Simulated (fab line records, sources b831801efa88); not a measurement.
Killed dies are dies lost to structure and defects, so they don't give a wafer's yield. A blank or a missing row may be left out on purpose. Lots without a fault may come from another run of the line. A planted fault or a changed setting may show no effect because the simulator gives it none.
A struck lot beside a sound one | flow gf180mcu | 43 steps out of a route of 602
Sound: wafers L623.2, L623.5, L623.6. Struck: wafers L624.3, L624.6. (L624.5 of the same lot was not struck and is left out.) The cause comes at the end.
At each step with rows: each side's tool, then ch and its chambers, then its first start. Under that, the readings that differ: sound wafers | struck wafers | difference of the means | sigmas: that difference in standard deviations of wafers without a fault.
alike: readings whose means differ by less than 2 such deviations, and words and numbers that are the same on both sides. not compared: withheld readings, readings that some wafer has no value for, bounds like >300 that may hide the same value, and numbers for which the record gives no deviation and whose values overlap.
The two part at a step that has a row with sigmas, a row that says differs or no value, or rows on one side only. Numbers that don't overlap but have no deviation are shown without sigmas and don't part them. A reading that every wafer of one side lacks parts them only if that side has two wafers or more.

first, 2 steps without rows for these wafers: GF_CONTACT_PEB_12 (peb time 90 s); GF_CONTACT_DEVELOP_13 (develop time 60 s).
GF_CONTACT_CD_MEAS_14: target cd 220 nm.
  sound on cd_sem-01, day 20 22:22; struck on cd_sem-01, day 21 03:48
  reading    | sound             | struck      | difference | sigmas
  cd_nm (nm) | 222.5 221.9 220.5 | 219.0 217.8 | -3.2       | -2
GF_CONTACT_OVL_MEAS_15:
  sound on overlay-01, day 20 22:28; struck on overlay-01, day 21 03:53
  alike: CONTACT_OVL
GF_CONTACT_ETCH_16: etches BARC in N2/H2.
  sound on rie_diel-03 ch 0,1,3, day 20 22:30; struck on rie_diel-02 ch 2, day 21 03:55
  alike: drypump_motor_current_A, n2_flow_sccm, oes_product_au, throttle_valve_pct
then, 7 steps without rows for these wafers: GF_CONTACT_ETCH_17 (etches SiO2 in C4F8/O2/Ar, stops on CoSi2, target depth 860 nm); GF_CONTACT_STRIP_18 (strips in O2/N2); GF_CONTACT_CLEAN_19 (cleans in SPM); GF_CONTACT_CLEAN_20 (cleans in DIW); GF_CONTACT_CLEAN_21 (cleans in dHF, time 20 s); GF_CONTACT_SPUTTER_22 (material Ti, target thk 15 nm, time 80.02 s); GF_CONTACT_SPUTTER_23 (material TiN, target thk 10 nm, time 40 s).
GF_CONTACT_CVD_24: deposits W, target thk 300 nm, time 90.339 s.
  sound on cvd_w-01 ch 0,1, day 20 23:04; struck on cvd_w-02 ch 1, day 21 04:31
  alike: heater_power_w
GF_CONTACT_RS_MEAS_25: measures by four-point-probe.
  sound on film_metro-04, day 20 23:11; struck on film_metro-01, day 21 04:37
  alike: CONTACT_W_RS
GF_CONTACT_THK_MEAS_26: measures by xrf.
  sound on film_metro-04, day 20 23:17; struck on film_metro-01, day 21 04:43
  alike: CONTACT_W_THK
then, 4 steps without rows for these wafers: GF_CONTACT_CMP_27 (polishes, stops on SiO2, t overpolish 15 s, target thk 0 nm); GF_M1_SPUTTER_00 (material Ti, target thk 37.5 nm, time 150 s); GF_M1_SPUTTER_01 (material TiN, target thk 30 nm, time 25 s); GF_M1_SPUTTER_02 (material AlCu, target thk 450 nm, time 23.9 s).
GF_M1_SPUTTER_03: material Ti, target thk 10 nm, time 6.7 s.
  sound on pvd_sputter-03, day 20 23:48; struck on pvd_sputter-03, day 21 05:13
  alike: throttle_valve_pct
GF_M1_SPUTTER_04: material TiN, target thk 50 nm, time 41.7 s.
  sound on pvd_sputter-03, day 20 23:50; struck on pvd_sputter-03, day 21 05:14
  alike: throttle_valve_pct
GF_M1_RS_MEAS_05: measures by four-point-probe.
  sound on film_metro-01, day 20 23:53; struck on film_metro-02, day 21 05:19
  alike: M1_ALCU_RS
GF_M1_THK_MEAS_06: measures by xrf.
  sound on film_metro-01, day 21 00:00; struck on film_metro-02, day 21 05:25
  alike: M1_ALCU_THK
then, 7 steps without rows for these wafers: GF_M1_DEHYDRATE_07 (time 60 s); GF_M1_HMDS_08 (prime time 60 s); GF_M1_COAT_09 (resist thk 1000 nm); GF_M1_SOFTBAKE_10 (time 60 s); GF_M1_EXPOSE_11 (exposes mask Metal1, target cd 230 nm); GF_M1_PEB_12 (peb time 90 s); GF_M1_DEVELOP_13 (develop time 60 s).
GF_M1_CD_MEAS_14: target cd 230 nm.
  sound on cd_sem-01, day 21 23:34; struck on cd_sem-02, day 22 05:00
  alike: cd_nm
GF_M1_OVL_MEAS_15:
  sound on overlay-01, day 21 23:40; struck on overlay-01, day 22 05:05
  reading     | sound  | struck | difference | sigmas
  M1_OVL (nm) | 3 2 14 | -8 -13 | -17        | -3
GF_M1_METAL_ETCH_16: etches the open film in Cl2/BCl3, stops on SiO2, target depth 750.8 nm, time 125.1 s.
  sound on rie_metal-02 ch 0, day 21 23:44; struck on rie_metal-02 ch 0, day 22 05:12
  alike: drypump_motor_current_A, he_backside_leak_sccm, mfc_cl2_sccm, oes_product_au, throttle_valve_pct
  not compared: rf_hours_counter_h
then, 4 steps without rows for these wafers: GF_M1_STRIP_17 (strips in O2/N2); GF_M1_STRIP_18 (strips in post etch residue remover, time 1200 s); GF_M1_CLEAN_19 (cleans in DIW); GF_V1_CVD_00 (deposits SiO2, target thk 600 nm, time 100 s).
GF_V1_THK_MEAS_01:
  sound on film_metro-02, day 22 00:34; struck on film_metro-02, day 22 06:02
  alike: V1_CVD_00_THK
then, 1 step without rows for these wafers: GF_V1_CVD_02 (deposits SiO2 from TEOS, target thk 850 nm, time 94.851 s).
GF_V1_THK_MEAS_03:
  sound on film_metro-04, day 22 00:42; struck on film_metro-01, day 22 06:10
  alike: V1_CVD_02_THK
GF_V1_CMP_04: polishes SiO2.
  sound on cmp-02 ch 0,2,3, day 22 00:54; struck on cmp-01 ch 0, day 22 06:15
  alike: edge_zone_pressure_frac, motor_current_A, time_to_endpoint_s
GF_V1_BOW_MEAS_05:
  sound on film_metro-02, day 22 01:04; struck on film_metro-02, day 22 06:32
  alike: V1_BOW
-- the record jumps here: 11 days lie between the struck wafers' starts before and after (it left off in module V1 and takes up again in module PASSIVATION, whose first step shown is number 602 of the route) --
GF_PASSIVATION_PROBE_99:
  the record has rows for the struck wafers here (prober-01, day 32 22:29) and none for the sound ones

WHERE THEY PART
First at GF_CONTACT_CD_MEAS_14; last, within this record, at GF_PASSIVATION_PROBE_99.

WHY: what the simulator had put in
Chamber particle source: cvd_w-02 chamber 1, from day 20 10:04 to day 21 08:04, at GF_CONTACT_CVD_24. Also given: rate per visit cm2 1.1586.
